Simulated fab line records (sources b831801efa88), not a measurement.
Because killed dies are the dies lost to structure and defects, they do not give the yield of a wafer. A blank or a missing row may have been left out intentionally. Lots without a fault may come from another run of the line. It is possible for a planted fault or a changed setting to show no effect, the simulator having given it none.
Which of the tools did it?	flow sky130	13 lots with 39 wafers sampled at 3 steps, on a route of 708 steps

== WHAT THE GAUGES READ, wafer by wafer ==
No reading from a measuring or inspecting step in the record can be judged against a usual standard deviation.

== EACH LOT AND THE TOOL THAT RAN IT (in order: tool; ch and the chambers of the sampled wafers; start) ==
lot	SKY_CAP2M_METAL_ETCH_13	SKY_CAP2M_STRIP_14	SKY_PAD_OPEN_PROBE_99
L690	rie-metal-02 ch 0,1, day 40 08:20	plasma-asher-04 ch 0,1, day 40 08:25	prober-01, day 45 09:49
L692	rie-metal-02 ch 0,1, day 41 05:52	plasma-asher-02 ch 1, day 41 05:56	prober-01, day 46 04:04
L693	rie-metal-02 ch 0,1, day 41 13:40	plasma-asher-03 ch 0,1, day 41 13:44	prober-02, day 46 10:50
L695	rie-metal-01 ch 0,1, day 42 07:13	plasma-asher-03 ch 0,1, day 42 07:17	prober-02, day 47 02:37
L697	rie-metal-01 ch 0,1, day 42 23:58	plasma-asher-04 ch 0,1, day 43 00:02	prober-02, day 47 17:00
L699	rie-metal-04 ch 1, day 43 07:32	plasma-asher-04 ch 0,1, day 43 07:37	prober-02, day 47 23:48
L700	rie-metal-02 ch 0,1, day 43 14:13	plasma-asher-03 ch 0,1, day 43 14:19	prober-01, day 48 04:57
L701	rie-metal-02 ch 0,1, day 43 21:04	plasma-asher-03 ch 0, day 43 21:08	prober-02, day 48 10:30
L709	rie-metal-02 ch 0,1, day 45 22:01	plasma-asher-04 ch 0,1, day 45 22:05	prober-02, day 50 02:46
L710	rie-metal-01 ch 0,1, day 46 13:26	plasma-asher-04 ch 0,1, day 46 13:31	prober-01, day 50 14:55
L711	rie-metal-04 ch 0,1, day 46 15:40	plasma-asher-04 ch 0,1, day 46 15:45	prober-02, day 50 17:04
L712	rie-metal-04 ch 0,1, day 46 17:23	plasma-asher-03 ch 0,1, day 46 17:29	prober-01, day 50 17:58
L713	rie-metal-04 ch 0,1, day 46 22:02	plasma-asher-02 ch 0,1, day 46 22:07	prober-02, day 50 21:50
- SKY_CAP2M_METAL_ETCH_13: etches TiN in Cl2/BCl3, stops on SiO2, target depth 220 nm, time 62.9 s.
- SKY_CAP2M_STRIP_14: strips in O2/N2.
- SKY_PAD_OPEN_PROBE_99

== AS READ BY THE TOOLS THEMSELVES (means over the sampled wafers that have a number; for cases with no such wafer, the mark the record gives instead) ==
SKY_CAP2M_METAL_ETCH_13.
lot	tool	bcl3-flow-sccm (sccm)	bias-w (W)	drypump-motor-current-A (A)	oes-product-au (a.u.)	throttle-valve-pct (%)
L690	rie-metal-02	29.98	48.43	6.0	0.942	21.900
L692	rie-metal-02	30.09	48.51	6.1	0.940	21.899
L693	rie-metal-02	30.00	48.67	6.0	0.937	21.909
L695	rie-metal-01	29.98	48.33	6.3	0.931	21.904
L697	rie-metal-01	29.95	48.53	6.1	0.934	21.899
L699	rie-metal-04	30.05	48.52	4.7	0.932	21.912
L700	rie-metal-02	30.05	48.36	6.0	0.936	21.910
L701	rie-metal-02	30.15	48.39	6.0	0.938	21.903
L709	rie-metal-02	-	-	-	-	-
L710	rie-metal-01	-	-	-	-	-
L711	rie-metal-04	29.95	48.49	4.9	0.940	21.900
L712	rie-metal-04	30.02	48.58	4.8	0.941	21.900
L713	rie-metal-04	30.05	48.62	5.0	0.940	21.893

SKY_CAP2M_STRIP_14.
lot	tool	drypump-motor-current-A (A)	oes-product-au (a.u.)	strip-time-to-endpoint-s (s)
L690	plasma-asher-04	6.2	0.710	12.66
L692	plasma-asher-02	5.1	0.710	12.71
L693	plasma-asher-03	5.8	0.712	12.66
L695	plasma-asher-03	5.8	0.707	12.58
L697	plasma-asher-04	6.2	0.711	12.63
L699	plasma-asher-04	6.2	0.710	12.70
L700	plasma-asher-03	5.8	0.709	12.67
L701	plasma-asher-03	5.7	0.708	12.69
L709	plasma-asher-04	6.2	0.718	14.19
L710	plasma-asher-04	6.2	0.717	14.16
L711	plasma-asher-04	6.2	0.712	12.64
L712	plasma-asher-03	5.8	0.710	12.68
L713	plasma-asher-02	6.0	0.712	12.62

SKY_PAD_OPEN_PROBE_99.
lot	tool	defect-limited-yield (%)	killed_at_M0_to_M3	killed_at_M4_up	killed-at-contacts	killed-at-front-end	killed-at-other	killed-dies	killed-on-rim	killed-open	killed-short	sort_bin_3_pad_short (%)	sort_bin_5_function (%)	sort_bin_6_memory (%)	sort-n-pass	sort-yield-pct (%)
L690	prober-01	82.6	39	4.0	27	15	0.0	85	17	46	39	0.9	10.6	5.8	407	82.6
L692	prober-01	81.4	45	4.3	24	19	0.3	92	19	50	39	0.5	10.9	7.2	400	81.4
L693	prober-02	83.2	42	3.3	20	18	0.0	83	16	49	34	0.7	10.2	5.9	409	83.2
L695	prober-02	82.8	41	2.7	25	15	0.0	84	18	44	40	0.7	9.7	6.8	408	82.8
L697	prober-02	84.2	41	1.7	19	16	0.0	78	15	43	35	1.3	8.7	5.8	414	84.2
L699	prober-02	81.2	53	4.3	25	10	0.0	92	19	53	38	1.4	10.3	7.0	400	81.2
L700	prober-01	84.1	44	2.7	19	12	0.3	78	14	41	37	1.0	9.1	5.8	414	84.1
L701	prober-02	81.9	45	4.0	25	14	0.7	89	16	46	43	0.9	11.3	5.8	403	81.9
L709	prober-02	0.0	46	3.0	28	21	394.3	492	96	49	48	1.0	92.2	6.8	0	0.0
L710	prober-01	0.0	42	3.3	21	18	407.0	492	96	44	40	1.0	92.6	6.4	0	0.0
L711	prober-02	83.0	45	3.7	21	13	0.3	83	16	46	37	0.7	9.9	6.3	409	83.0
L712	prober-01	83.4	44	3.3	24	11	0.0	82	17	41	41	1.1	8.7	6.7	410	83.4
L713	prober-02	82.5	44	2.0	25	15	0.3	86	17	46	40	1.1	10.3	6.1	406	82.5

== THE ANSWER, worked out from the rows above alone ==
Rule: the lots themselves supply what counts as usual. Put in order of their means at a reading, lots are off if they are a third of the lots or fewer, leave a main group of 4 or more, and stand apart from it by a gap of 3 or more times the standard deviation of the main group's means; of several such gaps the widest counts. A main group whose means are all the same, to the digits that the tables above print for the reading, isn't used. Also off: a lot with no number at a reading for which 4 or more lots have one. The other lots that the step has rows for count as sound. After the gauges, taken in route order, come the tools' own readings; for these a lot's mean is taken, as printed above. At the first step where some lot is off, the reading lying furthest off is the one used; lots without a number count as furthest.
Off: L709, L710 (SKY_CAP2M_METAL_ETCH_13, bcl3-flow-sccm). Without a number there: L709, L710. Mean 30.02 sccm and standard deviation 0.059 in the main group.
If a tool, at that step or one of the process steps before it, ran each lot that is off and ran no sound lot following the first of them, it fits. Not one of the candidates tried fits.

== WHAT HAD BEEN PUT IN BY THE SIMULATOR ==
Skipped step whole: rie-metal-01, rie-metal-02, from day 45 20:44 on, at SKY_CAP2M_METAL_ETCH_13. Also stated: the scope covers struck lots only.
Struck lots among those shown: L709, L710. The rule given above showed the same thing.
